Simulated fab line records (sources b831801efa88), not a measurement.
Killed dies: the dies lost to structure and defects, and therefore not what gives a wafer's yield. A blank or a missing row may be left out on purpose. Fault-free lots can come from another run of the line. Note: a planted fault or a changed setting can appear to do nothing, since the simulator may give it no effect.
Matching of chambers    flow sky130    SKY_VIA3_ETCH_15 on rie diel-04 has 4 sister chambers
The step etches SiO2 in C4F8/O2/Ar, stops on TiN, target depth 507 nm, time 78 s. 8 wafers are shown with their chamber, then 12 later ones without.

== WAFERS PAIRED WITH THEIR CHAMBERS ==
wafer   chamber  oes product au (a.u.)
L082.3  0        0.941
L082.5  2        0.945
L085.3  1        0.950
L086.1  2        0.944
L086.6  3        0.944
L088.2  3        0.944
L088.4  0        0.951
L088.6  1        0.947

== WAFERS WITH NO CHAMBER GIVEN ==
wafer   oes product au (a.u.)
L090.1  0.934
L090.3  0.944
L090.6  0.949
L091.1  0.941
L091.3  0.939
L091.4  0.946
L092.1  0.951
L092.2  0.944
L092.6  0.944
L097.2  0.949
L097.4  0.953
L097.6  0.945

== WHICH CHAMBER EACH ONE RAN IN ==
wafer   from the rows above                in truth
L090.1  can't be placed: 3 or 2 or 0 or 1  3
L090.3  can't be placed: 3 or 2 or 0 or 1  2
L090.6  can't be placed: 1 or 0 or 2 or 3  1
L091.1  can't be placed: 3 or 2 or 0 or 1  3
L091.3  can't be placed: 3 or 2 or 0 or 1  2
L091.4  can't be placed: 0 or 2 or 3 or 1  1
L092.1  can't be placed: 1 or 0 or 2 or 3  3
L092.2  can't be placed: 3 or 2 or 0 or 1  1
L092.6  can't be placed: 3 or 2 or 0 or 1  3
L097.2  can't be placed: 1 or 0 or 2 or 3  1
L097.4  can't be placed: 1 or 0 or 2 or 3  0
L097.6  can't be placed: 2 or 0 or 3 or 1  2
0 of 12 placed correctly. From these rows, 12 cannot be placed; in 12 the true chamber is one of the candidates. Wrongly placed: 0.
How it was worked out, from the rows above alone: a wafer's distance from a chamber is the root of the sum, over the readings, of the square of ((its reading less the chamber's mean) divided by the reading's scatter). The wafer belongs to the nearest chamber; if the next one is less than 2 further off, it can't be placed. For every chamber, the mean is computed from those of its wafers that are shown. The scatter: the root of (the sum of the squares of (reading less its chamber's mean) over the shown wafers, divided by (wafers less chambers)).
